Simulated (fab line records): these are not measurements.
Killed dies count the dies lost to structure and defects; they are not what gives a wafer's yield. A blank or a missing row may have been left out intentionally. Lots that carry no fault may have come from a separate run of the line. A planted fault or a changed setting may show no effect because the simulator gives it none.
fab line records	flow sky130
[record] lots = 13	wafers = 39	lastDay = 50
route steps=708 shown VIA3@575
lots that met no fault: from a run of the same line without faults
startH: the number of hours between the record's first day and the start of the first shown wafer of the lot	waitH: time in hours since the lot's previous step	" as in the row above	L1.1+2: several wafers, shown together as one row	- no value, or no start given	* or withheld: withheld	< > ~ a bound
route shown NAME@n: NAME is a module with steps in the file, n the number in the route of the first one	usual: mean/standard deviation taken from wafers without a fault	same: alike in all rows	chamber/n: place in a boat	sites: each site's reading	_std_site: standard deviation across them	_edge_site: outer sites' mean less inner sites'	radiusMm: how far each site lies from the wafer's centre	mask NAME#n: copy n	behind: tool/chamber where the wafer was last shaped	hold: why the lot went on hold/how many hours it stayed there/how the hold came to an end	device: the transistor (n, p or np) that didn't switch	end of line: at the end of the route, the tests of the same wafers	a step without rows: its recipe alone	killed: count of dies lost to structure and defects at first sort (not the wafer's yield)	map: the dies of a wafer, with x for killed, . for not killed, _ for no die there
set.NAME: setting as actually run; set.NAME@STEP: the setting as run at that earlier step	model.NAME: the simulator's own value behind a step, which no gauge read
a sample of lots followed through the steps of the route, with each step as a table and each wafer as a row
services: a tool's chamber out of use, with start hour (startH, from the record's first day; less than 0 if before it), hours out, and reason
[[steps]]
[step SKY_VIA3_CMP_02]
[recipe] material = SiO2	downForcePsi = 4	platenRpm = 60	padVelocityMS = 0.94248
[usual] motorCurrentA = 11.8/1.1
lot.wafer	tool	chamber	startH	waitH	motorCurrentA
L308.3	cmp-01	0	917.90	0.2	12.0
L308.2	"	1	"	"	11.8
L308.6	"	1	"	"	11.7
L310.1	cmp-01	2	930.88	0.1	12.1
L310.4	"	3	"	"	12.7
L310.2	"	1	"	"	12.0
L311.2	cmp-02	2	934.31	0.4	9.9
L311.5	"	3	"	"	10.9
L311.6	"	0	"	"	12.4
L312.4	cmp-01	3	944.58	0.1	12.8
L312.5	"	2	"	"	11.7
L312.6	"	3	"	"	12.7
L314.2	cmp-01	0	959.19	0.2	11.7
L314.6	"	1	"	"	11.6
L314.5	"	2	"	"	11.6
L313.3	cmp-01	1	962.99	0.0	11.0
L313.1	"	2	"	"	11.5
L313.2	"	3	"	"	11.9
L315.3	cmp-02	0	965.39	0.1	13.6
L315.2	"	1	"	"	14.2
L315.4	"	2	"	"	9.5
L316.1	cmp-02	1	966.82	0.1	13.2
L316.4	"	3	"	"	11.3
L316.5	"	1	"	"	13.9
L317.4	cmp-01	2	967.96	0.1	11.6
L317.6	"	0	"	"	11.4
L317.5	"	1	"	"	11.8
L318.3	cmp-01	1	996.18	0.0	11.5
L318.2	"	0	"	"	11.9
L318.5	"	2	"	"	11.5
L319.3	cmp-02	0	997.25	0.1	12.6
L319.1	"	1	"	"	13.5
L319.6	"	2	"	"	10.4
L322.1	cmp-01	0	1004.18	0.1	11.5
L322.4	"	1	"	"	11.1
L322.3	"	3	"	"	12.5
L329.2	cmp-02	1	1045.34	0.0	13.3
L329.4	"	3	"	"	11.7
L329.6	"	2	"	"	9.6
[step SKY_VIA3_ETCH_15]
[recipe] target = SiO2	chemistry = C4F8/O2/Ar	targetDepthNm = 507	stopOn = TiN	maskMaterial = KrF-thick	sourceW = 1500	biasW = 1200	pressureMtorr = 40	c4f8FlowSccm = withheld	O2_flow_sccm = 6	Ar_flow_sccm = 300	timeS = 78
[usual] oesProductAu = 0.947/0.0047	rfFwdPowerW = 1491/4.9
lot.wafer	tool	chamber	startH	waitH	oesProductAu	rfFwdPowerW	rfHoursCounterH
L308.2	rieDiel-01	2	943.45	0.0	0.946	1484	0
L308.3	"	1	"	"	0.950	1486	13
L308.6	"	3	"	"	0.943	1495	-
L310.1	rieDiel-03	1	956.31	0.0	0.952	1492	17
L310.2	"	3	"	"	0.951	1485	9
L310.4	"	0	"	"	0.944	1491	11
L311.2	rieDiel-01	1	958.86	0.0	0.952	1491	13
L311.5	"	3	"	"	0.952	1489	-
L311.6	"	2	"	"	0.951	1491	-
L312.4	rieDiel-04	0	969.66	0.0	0.940	1497	-
L312.5	"	2	"	"	0.947	1496	-
L312.6	"	1	"	"	0.951	1491	-
L314.2	rieDiel-04	2	982.70	0.0	0.952	1492	19
L314.5	"	2	"	"	0.943	1506	-
L314.6	"	3	"	"	0.943	1484	-
L313.1	rieDiel-04	1	986.88	0.0	0.948	1490	25
L313.2	"	2	"	"	0.949	1489	19
L313.3	"	0	"	"	0.945	1491	23
L315.2	rieDiel-04	0	988.86	0.0	0.946	1496	23
L315.3	"	3	"	"	0.950	1491	21
L315.4	"	2	"	"	0.947	1493	19
L316.1	rieDiel-01	2	990.83	0.0	0.947	1493	1
L316.4	"	1	"	"	0.947	1484	14
L316.5	"	0	"	"	0.942	1490	-
L317.4	rieDiel-04	0	991.66	0.0	0.954	1491	23
L317.5	"	3	"	"	0.948	1482	-
L317.6	"	2	"	"	0.948	1492	-
L318.2	rieDiel-04	0	1019.60	0.0	0.941	1493	25
L318.3	"	2	"	"	0.944	1496	20
L318.5	"	1	"	"	0.943	1492	-
L319.1	rieDiel-01	3	1021.06	0.0	0.953	1498	18
L319.3	"	1	"	"	0.940	1495	15
L319.6	"	2	"	"	0.942	1483	-
L322.1	rieDiel-04	0	1027.65	0.0	0.988	1492	25
L322.3	"	1	"	"	0.947	1491	26
L322.4	"	3	"	"	0.953	1490	22
L329.2	rieDiel-04	3	1067.80	0.0	0.947	1483	24
L329.4	"	1	"	"	0.948	1497	28
L329.6	"	1	"	"	0.942	1494	-
[[services]]
tool	chamber	startH	hours	kind
cmp-02	-	904.36	15.7	pm
rieDiel-01	2	905.18	-	clean
rieDiel-01	2	905.18	28.8	scheduledDown
rieDiel-01	2	905.18	28.8	ventCycle
cmp-02	-	920.02	6.2	pm
cmp-02	-	926.20	4.0	pm
cmp-02	-	930.20	-	consumableReplace:conditioner
cmp-02	-	930.20	-	consumableReplace:pad
cmp-01	-	932.08	3.0	repair
cmp-02	-	935.11	6.6	pm
rieDiel-04	3	966.24	6.9	repair
rieDiel-04	1	993.94	7.2	repair
rieDiel-04	-	999.06	0.7	repair
[[key]]
[firstSign] step = SKY_VIA3_ETCH_15	reading = oesProductAu	direction = up	sigmas = 8.7	usual = 0.947	struck = 0.988
effect none on later readings
metAt SKY_VIA3_CMP_02
struckLots L322
struckWafers L322.1
onsetBetween 996.18 1004.18
[fault] kind = processParameterDrift	tool = cmp-01	chamber = -	onsetH = 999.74	steps = SKY_VIA3_CMP_02	channel = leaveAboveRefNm	offset = 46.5	shape = step	endH = 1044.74	scope = struckWafersOnly	actsIn = theseRecipesOnly	stated = 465
